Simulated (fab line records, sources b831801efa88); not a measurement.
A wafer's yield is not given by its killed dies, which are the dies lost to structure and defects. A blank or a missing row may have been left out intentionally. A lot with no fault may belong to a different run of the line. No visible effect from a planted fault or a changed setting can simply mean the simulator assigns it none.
Matching of chambers	flow sky130	SKY_PASSIVATION_CVD_00 on pecvd-04: 3 sister chambers
The step deposits SiO2, target thk 90 nm. 6 wafers are shown with their chamber, then 8 later ones without.

== WAFERS PAIRED WITH THEIR CHAMBERS ==
wafer	chamber	heater_power_outer_w (W)	heater_power_w (W)
L842.1	1	406	696
L842.2	2	429	701
L843.3	0	374	659
L843.4	0	375	656
L843.5	1	413	685
L853.1	2	494	769

== WAFERS MISSING THEIR CHAMBER ==
wafer	heater_power_outer_w (W)	heater_power_w (W)
L853.4	394	701
L853.6	393	663
L854.2	362	647
L854.3	527	826
L854.6	386	655
L857.2	423	691
L857.3	310	600
L857.4	473	760

== EACH ONE'S CHAMBER ==
wafer	from the rows above	in truth
L853.4	can't be placed: 1 or 0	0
L853.6	can't be placed: 0 or 1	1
L854.2	can't be placed: 0 or 1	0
L854.3	2	2
L854.6	can't be placed: 0 or 1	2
L857.2	can't be placed: 1 or 2 or 0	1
L857.3	can't be placed: 0 or 1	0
L857.4	2	2
Correct placement for 2 of the 8. Not placeable from these rows: 6 (in 5, the candidates include the true chamber). Wrongly placed: 0.
How it was worked out, from the rows above alone: a wafer's distance from a chamber is the root of the sum, over the readings, of the square of ((its reading less the chamber's mean) divided by the reading's scatter). The wafer belongs to the nearest chamber; if the next one is less than 2 further off, it can't be placed. For every chamber, the mean is computed from those of its wafers that are shown. The scatter is the square root of a quotient: the sum, over the shown wafers, of each reading's squared deviation from its chamber's mean, divided by wafers minus chambers.
